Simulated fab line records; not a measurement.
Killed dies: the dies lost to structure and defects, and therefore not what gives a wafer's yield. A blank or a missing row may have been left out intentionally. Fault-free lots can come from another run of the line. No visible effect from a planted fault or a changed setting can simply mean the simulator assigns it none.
A lot that was struck, set against a sound lot -- flow sky130 -- 36 out of 708 route steps
Sound: wafers L596.1, L596.3, L596.4. Struck: wafer L606.2; the same lot's L606.4 was not struck, so it is left out; see the end for the cause.
For every step that has rows: the tool of each side, followed by ch and its chambers, followed by its first start. Under that, the readings that differ: sound wafers -- struck wafers -- difference of the means -- sigmas: that difference in standard deviations of wafers without a fault.
alike: same words and numbers on both sides, and readings whose means sit less than 2 such deviations apart. not compared: any withheld reading, any reading some wafer has no value for, any bound like >300 that may hide the same value, and any number with overlapping values for which the record gives no deviation.
Wherever a step has rows on one side only, a row that says differs or no value, or a row with sigmas, the two part there. Non-overlapping numbers with no deviation appear without sigmas and do not part them. Lack of a reading on every wafer of one side parts them only where that side has two or more wafers.

first, 9 steps without rows for these wafers: SKY_LOCAL_INTERCONNECT_PEB_09; SKY_LOCAL_INTERCONNECT_DEVELOP_10 (develop time 60 s); SKY_LOCAL_INTERCONNECT_ETCH_13 (etches BARC in N2/H2, stops on SiO2, time 45.9 s, target depth 60 nm); SKY_LOCAL_INTERCONNECT_METAL_ETCH_14 (etches TiN in Cl2/BCl3, stops on PSG, target depth 110 nm, time 31.4 s); SKY_LOCAL_INTERCONNECT_STRIP_15 (strips in O2/N2); SKY_LOCAL_INTERCONNECT_STRIP_16 (strips in post etch residue remover, time 1200 s); SKY_LOCAL_INTERCONNECT_CLEAN_17 (cleans in IPA, time 180 s); SKY_LOCAL_INTERCONNECT_CLEAN_18 (cleans in O3/DIW); SKY_CONTACT_CVD_00 (deposits Si3N4, target thk 75 nm).
SKY_CONTACT_HDPCVD_02: deposits SiO2, target thk 565 nm, time 94.2 s.
  sound on hdpcvd-02 ch 0,1, day 33 10:08; struck on hdpcvd-02 ch 0, day 36 21:56
reading,sound,struck,difference,sigmas
model.SiO2_of_CONTACT_HDPCVD_02.thk_nm (nm),558.9 567.3 568,216,-349,
SKY_CONTACT_THK_MEAS_03:
  sound: film_metro-01 at day 33 10:12; struck: film_metro-03 at day 36 22:01
reading,sound,struck,difference,sigmas
CONTACT_HDPCVD_THK (nm),559 567 568,216,-349,-50
SKY_CONTACT_CMP_04: polishes SiO2.
  sound on cmp-02 ch 1,2,3, day 33 10:19; struck on cmp-01 ch 2, day 36 22:07
reading,sound,struck,difference,sigmas
time_to_endpoint_s (s),81 85 86,44,-40,-10
  alike: motor_current_A, platen_rpm
then, 9 steps without rows for these wafers: SKY_CONTACT_DEHYDRATE_06 (time 60 s); SKY_CONTACT_HMDS_07 (prime time 60 s); SKY_CONTACT_COAT_08 (resist thk 60 nm); SKY_CONTACT_COAT_09 (resist thk 450 nm); SKY_CONTACT_SOFTBAKE_10 (time 90 s); SKY_CONTACT_EXPOSE_11 (exposes mask CTM1, target cd 170 nm); SKY_CONTACT_PEB_12; SKY_CONTACT_DEVELOP_13 (develop time 60 s); SKY_CONTACT_ETCH_16 (etches BARC in N2/H2, stops on SiO2, time 45.9 s, target depth 60 nm).
SKY_CONTACT_ETCH_17: etches SiO2 in C4F8/O2/Ar, stops on Si3N4, target depth 340 nm.
  sound on rie_diel-01 ch 1,2, day 34 14:19; struck on rie_diel-03 ch 3, day 38 01:19
reading,sound,struck,difference,sigmas
oes_product_au (a.u.),0.893 0.890 0.890,0.699,-0.192,-41
model.CONTACT.feature_depth_nm (nm),337.5 338.9 339.1,216,-122,
model.etch.depth_nm (nm),337.5 338.9 339.1,216,-122,
then, 12 steps without rows for these wafers: SKY_CONTACT_ETCH_18 (etches Si3N4 in CHF3/O2, stops on TiN, time 39 s, target depth 75 nm); SKY_CONTACT_STRIP_19 (strips in O2/N2); SKY_CONTACT_STRIP_20 (strips in post etch residue remover, time 1200 s); SKY_CONTACT_CLEAN_21 (cleans in IPA, time 180 s); SKY_CONTACT_CLEAN_22 (cleans in O3/DIW); SKY_CONTACT_SPUTTER_23 (material TiN, target thk 20 nm, time 80 s); SKY_CONTACT_CVD_24 (deposits W, target thk 340 nm, time 102.12 s); SKY_CONTACT_CMP_27 (polishes, stops on SiO2, t overpolish 15 s, target thk 0 nm); SKY_METAL1_SPUTTER_00 (material Ti, target thk 15 nm, time 10 s); SKY_METAL1_SPUTTER_01 (material TiN, target thk 20 nm, time 16.7 s); SKY_METAL1_SPUTTER_02 (material AlCu, target thk 250 nm, time 13.3 s); SKY_METAL1_SPUTTER_03 (material Ti, target thk 5 nm, time 3.3 s).
SKY_METAL1_METAL_ETCH_19: etches the open film in Cl2/BCl3, stops on SiO2, target depth 360 nm, time 78 s.
  sound on rie_metal-02 ch 0,1, day 35 18:08; struck on rie_metal-02 ch 0, day 39 04:41
reading,sound,struck,difference,sigmas
oes_product_au (a.u.),0.853 0.859 0.859,0.844,-0.013,-2
model.SiO2_of_CONTACT_HDPCVD_02.thk_nm (nm),323.6 324.8 325.2,202.2,-122.3,
  alike: drypump_motor_current_A, he_backside_leak_sccm, throttle_valve_pct
  not compared: rf_hours_counter_h
-- the record jumps here: 12 days lie between the struck wafers' starts before and after (it left off in module METAL1 and takes up again in module PAD_OPEN, whose first step shown is number 708 of the route) --
SKY_PAD_OPEN_PROBE_99:
  sound: prober-02 at day 48 08:25; struck: prober-01 at day 50 19:13
reading,sound,struck,difference,sigmas
model.etest.met1_comb.leak_log10_a_um,-11.96 -12.04 -11.99,-7.079,+4.918,
  not compared: model.etest.mcon_chain.rc_ohm

## WHERE THEY PART
At SKY_CONTACT_THK_MEAS_03 first; at SKY_METAL1_METAL_ETCH_19 last (within this record only).

WHY: what the simulator had put in
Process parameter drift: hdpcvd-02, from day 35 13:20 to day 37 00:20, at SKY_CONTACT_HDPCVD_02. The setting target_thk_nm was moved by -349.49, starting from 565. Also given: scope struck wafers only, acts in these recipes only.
